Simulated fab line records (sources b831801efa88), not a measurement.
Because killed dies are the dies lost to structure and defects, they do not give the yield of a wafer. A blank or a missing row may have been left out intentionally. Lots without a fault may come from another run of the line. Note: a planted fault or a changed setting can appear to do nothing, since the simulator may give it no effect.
Which of the tools did it? | flow sky130 | 33 wafers from 11 lots sampled at 4 of the route's 708 steps

WHAT THE GAUGES READ, wafer by wafer
SKY_CAP2M_RS_MEAS_03: measures by four-point-probe. Usual: for CAP2M_TIN_RS the level is 6.88 ohm/sq and the standard deviation is 0.083.
lot  | measured     | on            | CAP2M_TIN_RS (ohm/sq) | flag
L862 | day 39 17:55 | film metro-04 | 6.93 6.93 6.94        |
L863 | day 40 05:48 | film metro-04 | 6.81 6.76 6.95        |
L864 | day 40 12:59 | film metro-01 | 6.85 6.90 6.82        |
L868 | day 41 16:05 | film metro-04 | 6.89 6.78 6.90        |
L869 | day 41 21:08 | film metro-03 | 6.91 7.07 6.92        |
L875 | day 43 19:52 | film metro-04 | 6.84 6.80 6.91        |
L879 | day 45 03:37 | film metro-01 | 6.85 6.83 6.94        |
L881 | day 45 04:08 | film metro-03 | 6.84 6.88 6.80        |
L883 | day 45 19:12 | film metro-03 | 6.90 6.77 6.88        |
L884 | day 45 20:59 | film metro-03 | 6.93 7.00 6.95        |
L885 | day 46 08:49 | film metro-03 | 6.99 7.05 6.94        |

SKY_VIA4_THK_MEAS_01. Usual: for VIA4_HDPCVD_THK the level is 1745 nm and the standard deviation is 15.
lot  | measured     | on            | VIA4_HDPCVD_THK (nm) | flag
L862 | day 41 20:45 | film metro-02 | 1720 1743 1758       |
L863 | day 42 06:56 | film metro-01 | 1759 1729 1748       |
L864 | day 42 14:59 | film metro-02 | 1737 1786 1734       |
L868 | day 43 17:31 | film metro-04 | 1595 1580 1575       | OFF
L869 | day 43 22:03 | film metro-02 | 1594 1586 1598       | OFF
L875 | day 45 17:47 | film metro-04 | 1728 1744 1732       |
L879 | day 46 23:05 | film metro-04 | 1745 1731 1730       |
L881 | day 47 00:01 | film metro-02 | 1742 1755 1732       |
L883 | day 47 14:20 | film metro-04 | 1759 1731 1731       |
L884 | day 47 15:37 | film metro-02 | 1741 1756 1764       |
L885 | day 48 02:50 | film metro-01 | 1748 1711 1726       |

EACH LOT AND THE TOOL THAT RAN IT (in order: tool; ch and the chambers of the sampled wafers; start)
lot  | SKY_CAP2M_STRIP_14                   | SKY_VIA4_HDPCVD_00
L862 | plasma asher-04 ch 0, day 40 19:00   | hdpcvd-01 ch 0,1, day 41 20:34
L863 | plasma asher-02 ch 0,1, day 41 05:09 | hdpcvd-01 ch 0,1,2, day 42 06:45
L864 | plasma asher-04 ch 0,1, day 41 12:33 | hdpcvd-01 ch 0,1,2, day 42 14:48
L868 | plasma asher-04 ch 0,1, day 42 16:06 | hdpcvd-01 ch 0,1,2, day 43 17:20
L869 | plasma asher-03 ch 0,1, day 42 21:25 | hdpcvd-01 ch 0,1,2, day 43 21:52
L875 | plasma asher-03 ch 0, day 44 18:04   | hdpcvd-02 ch 0,2, day 45 17:35
L879 | plasma asher-02 ch 0,1, day 46 00:47 | hdpcvd-01 ch 0,1,2, day 46 22:53
L881 | plasma asher-03 ch 0,1, day 46 01:50 | hdpcvd-01 ch 0,2, day 46 23:49
L883 | plasma asher-04 ch 0,1, day 46 16:34 | hdpcvd-01 ch 0,1,2, day 47 14:08
L884 | plasma asher-04 ch 1, day 46 17:30   | hdpcvd-01 ch 1,2, day 47 15:25
L885 | plasma asher-03 ch 0,1, day 47 05:16 | hdpcvd-01 ch 0,1, day 48 02:39
- SKY_CAP2M_STRIP_14: strips in O2/N2.
- SKY_VIA4_HDPCVD_00: deposits SiO2, target thk 1750 nm, time 291.7 s.

AS READ BY THE TOOLS THEMSELVES (means over the sampled wafers that have a number; for cases with no such wafer, the mark the record gives instead)
SKY_CAP2M_STRIP_14. Usual: drypump motor current A 5.4 A, standard deviation 0.54; n2 flow sccm 300.0 sccm, standard deviation 0.9; oes product au 0.709 a.u., standard deviation 0.0046; strip time to endpoint s 12.67 s, standard deviation 0.052.
lot  | tool            | drypump motor current A (A) | n2 flow sccm (sccm) | oes product au (a.u.) | strip time to endpoint s (s) | flag
L862 | plasma asher-04 | 4.7                         | 299.5               | 0.707                 | 12.67                        |
L863 | plasma asher-02 | 6.4                         | 298.6               | 0.710                 | 12.70                        |
L864 | plasma asher-04 | 5.2                         | 300.7               | 0.707                 | 12.67                        |
L868 | plasma asher-04 | 5.2                         | 299.3               | 0.709                 | 12.61                        |
L869 | plasma asher-03 | 5.5                         | 300.2               | 0.706                 | 12.64                        |
L875 | plasma asher-03 | 5.6                         | 299.6               | 0.712                 | 12.66                        |
L879 | plasma asher-02 | 6.3                         | 301.6               | 0.713                 | 12.65                        |
L881 | plasma asher-03 | 5.5                         | 300.3               | 0.708                 | 12.60                        |
L883 | plasma asher-04 | 4.9                         | 300.0               | 0.709                 | 12.69                        |
L884 | plasma asher-04 | 5.4                         | 299.5               | 0.708                 | 12.68                        |
L885 | plasma asher-03 | 5.6                         | 300.0               | 0.712                 | 12.63                        |

SKY_VIA4_HDPCVD_00. Usual: run length s reads 319.6 s (standard deviation 0.5).
lot  | tool      | run length s (s) | flag
L862 | hdpcvd-01 | 319.2            |
L863 | hdpcvd-01 | 319.2            |
L864 | hdpcvd-01 | 319.5            |
L868 | hdpcvd-01 | 295.7            | OFF
L869 | hdpcvd-01 | 295.6            | OFF
L875 | hdpcvd-02 | 319.9            |
L879 | hdpcvd-01 | 319.4            |
L881 | hdpcvd-01 | 319.4            |
L883 | hdpcvd-01 | 319.6            |
L884 | hdpcvd-01 | 319.6            |
L885 | hdpcvd-01 | 319.3            |

THE ANSWER, worked out from the rows above alone
Rule: a lot counts as off when the mean over its wafers that have a number is more than 3 standard deviations away from the usual mean. A lot without any number at a reading at which 4 lots or more have one is off too. All remaining lots with rows at the step are treated as sound. The gauges are gone through in route order, then the tools' own readings, and for those a lot's mean is taken as printed above. The first step at which some lot is off is used, and at that step the reading that is off furthest; a lot without a number counts as furthest.
Off: at SKY_VIA4_THK_MEAS_01 (VIA4_HDPCVD_THK), L868, L869.
A tool fits if, at a process step before that reading, it ran every lot that is off, and no sound lot after the first of them. Not tried: the gauges at SKY_VIA4_THK_MEAS_01; whatever is off there is also off at SKY_VIA4_HDPCVD_00, on other tools, and gauge error can't account for it. None of those tried fits.

WHAT HAD BEEN PUT IN BY THE SIMULATOR
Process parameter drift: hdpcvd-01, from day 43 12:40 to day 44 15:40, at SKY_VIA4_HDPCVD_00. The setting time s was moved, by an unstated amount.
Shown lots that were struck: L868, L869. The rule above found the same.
